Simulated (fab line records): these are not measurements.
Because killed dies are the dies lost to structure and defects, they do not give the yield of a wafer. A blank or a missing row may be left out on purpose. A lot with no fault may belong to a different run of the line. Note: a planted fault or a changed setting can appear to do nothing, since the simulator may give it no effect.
Struck lot and sound lot, side by side	flow sfq-line	21 out of 325 route steps
Sound: the wafers L305.2, L305.5, L305.6. Wafers L308.2, L308.4, L308.5 were the ones struck. The cause is named last.
For every step that has rows: the tool of each side, followed by ch and its chambers, followed by its first start. Under that, the readings that differ: sound wafers	struck wafers	difference of the means	sigmas: that difference in standard deviations of wafers without a fault.
alike: a reading whose means differ by less than 2 such deviations, as well as words and numbers matching on both sides. not compared: withheld readings; readings where some wafer has no value; bounds like >300 that might hide an equal value; numbers whose values overlap and for which the record gives no deviation.
A row with sigmas, a row that says differs or no value, or rows on one side alone: a step with any of these is where the two part. Numbers that don't overlap but have no deviation are shown without sigmas and don't part them. A reading that every wafer of one side lacks parts them only if that side has two wafers or more.

first, 2 steps without rows for these wafers: SFQ_TRILAYER_M2_LITHO_PEB_060 (peb time 60 s); SFQ_TRILAYER_M2_LITHO_DEVELOP_059 (time 60 s).
SFQ_M2_OVL_MEAS_916:
  struck on overlay-02, day 33 18:10; sound on overlay-01, day 32 07:21
reading	sound	struck	difference	sigmas
M2_OVL (nm)	10 14 9	-5 -4 -4	-15	-3
SFQ_TRILAYER_M2_BARC_OPEN_METAL_ETCH_077: etches BARC in O2, target depth 125 nm, time 41.7 s.
  sound on rie-metal-02 ch 0,1, day 32 07:23; struck on rie-metal-01 ch 0,1, day 33 18:11
  alike: drypump-motor-current-A, oes-product-au
  not compared: rf-hours-counter-h
SFQ_TRILAYER_M2_ETCH_METAL_ETCH_060: etches Nb in Cl2/Ar, stops on SiO2, target depth 240 nm, time 120 s.
  sound on rie-metal-02 ch 0,1, day 32 07:26; struck on rie-metal-01 ch 0,1, day 33 18:15
  alike: drypump-motor-current-A, oes-product-au
  not compared: rf-hours-counter-h
SFQ_TRILAYER_M2_STRIP_STRIP_061: strips in O2.
  sound on rie-metal-02 ch 0,1, day 32 07:34; struck on rie-metal-01 ch 0,1, day 33 18:23
  alike: drypump-motor-current-A, oes-product-au
  not compared: rf-hours-counter-h
then, 2 steps without rows for these wafers: SFQ_TRILAYER_M2_STRIP_SOLV_CLEAN_062 (cleans in NMP, time 600 s); SFQ_TRILAYER_I2_DEP_PECVD_063 (deposits SiO2 from SiH4/N2O, time 111.11 s, target thk 500 nm).
SFQ_TRILAYER_I2_CMP_CMP_064: polishes SiO2.
  sound on cmp-01 ch 1,2, day 32 10:41; struck on cmp-02 ch 0,1, day 33 20:26
  alike: edge-zone-pressure-frac, motor-current-A, platen-rpm, time-to-endpoint-s
SFQ_I2_BOW_MEAS_917:
  struck on film-metro-02, day 33 23:27; sound on film-metro-02, day 32 13:42
  alike: I2_BOW
SFQ_TRILAYER_I2_METRO_MEASURE_065:
  struck on film-metro-02, day 33 23:45; sound on film-metro-02, day 32 14:00
  alike: thk-nm
then, 1 step without rows for these wafers: SFQ_TRILAYER_I2_VIA_LITHO_COAT_072 (resist thk 62 nm).
SFQ_TRILAYER_I2_VIA_LITHO_COAT_067: resist thk 650 nm.
  sound on litho-track-04 ch 0, day 32 15:21; struck on litho-track-03 ch 0, day 34 01:06
reading	sound	struck	difference	sigmas
model.KrF_of_TRILAYER_I2_VIA_LITHO_COAT_067.thk-nm (nm)	649.2 650.1 648.4	722.6 719.7 720	+71.5	
then, 4 steps without rows for these wafers: SFQ_TRILAYER_I2_VIA_LITHO_SOFTBAKE_071; SFQ_TRILAYER_I2_VIA_LITHO_EXPOSE_068 (exposes mask I2, target cd 500 nm); SFQ_TRILAYER_I2_VIA_LITHO_PEB_070 (peb time 60 s); SFQ_TRILAYER_I2_VIA_LITHO_DEVELOP_069 (time 60 s).
-- the record jumps here: 5 days lie between the struck wafers' starts before and after --
SFQ_I2_OVL_MEAS_918:
  struck on overlay-02, day 39 06:22; sound on overlay-01, day 38 05:34
  alike: I2_OVL
SFQ_TRILAYER_I2_VIA_BARC_OPEN_VIA_ETCH_096: etches BARC in O2, target depth 125 nm, time 41.7 s.
  sound on rie-diel-01 ch 0,3, day 38 05:36; struck on rie-diel-02 ch 1,2,3, day 39 06:24
reading	sound	struck	difference	sigmas
model.I2.cd-nm (nm)	499.9 500.9 500.6	497.4 497.5 495.8	-3.6	
  alike: drypump-motor-current-A, oes-product-au
  not compared: rf-hours-counter-h
SFQ_TRILAYER_I2_VIA_ETCH_VIA_ETCH_070: etches SiO2 in CHF3, stops on Nb, target depth 260 nm.
  sound on rie-diel-01 ch 0,3, day 38 05:38; struck on rie-diel-02 ch 1,2,3, day 39 06:26
reading	sound	struck	difference	sigmas
model.KrF_of_TRILAYER_I2_VIA_LITHO_COAT_067.thk-nm (nm)	527.9 529 527.5	603.3 600.5 600	+73.1	
model.I2.cd-nm (nm)	501.8 504.2 500.5	495.4 497.3 495.4	-6.1	
  alike: drypump-motor-current-A, oes-product-au
then, 1 step without rows for these wafers: SFQ_TRILAYER_I2_VIA_STRIP_STRIP_071 (strips in O2).

## WHERE THEY PART
Within this record, at SFQ_M2_OVL_MEAS_916 only. Later steps at which nothing parts them and some readings are alike: SFQ_TRILAYER_M2_BARC_OPEN_METAL_ETCH_077, SFQ_TRILAYER_M2_ETCH_METAL_ETCH_060, SFQ_TRILAYER_M2_STRIP_STRIP_061, SFQ_TRILAYER_I2_CMP_CMP_064, SFQ_I2_BOW_MEAS_917, SFQ_TRILAYER_I2_METRO_MEASURE_065, SFQ_I2_OVL_MEAS_918, SFQ_TRILAYER_I2_VIA_BARC_OPEN_VIA_ETCH_096, SFQ_TRILAYER_I2_VIA_ETCH_VIA_ETCH_070.

WHY: the cause the simulator had injected
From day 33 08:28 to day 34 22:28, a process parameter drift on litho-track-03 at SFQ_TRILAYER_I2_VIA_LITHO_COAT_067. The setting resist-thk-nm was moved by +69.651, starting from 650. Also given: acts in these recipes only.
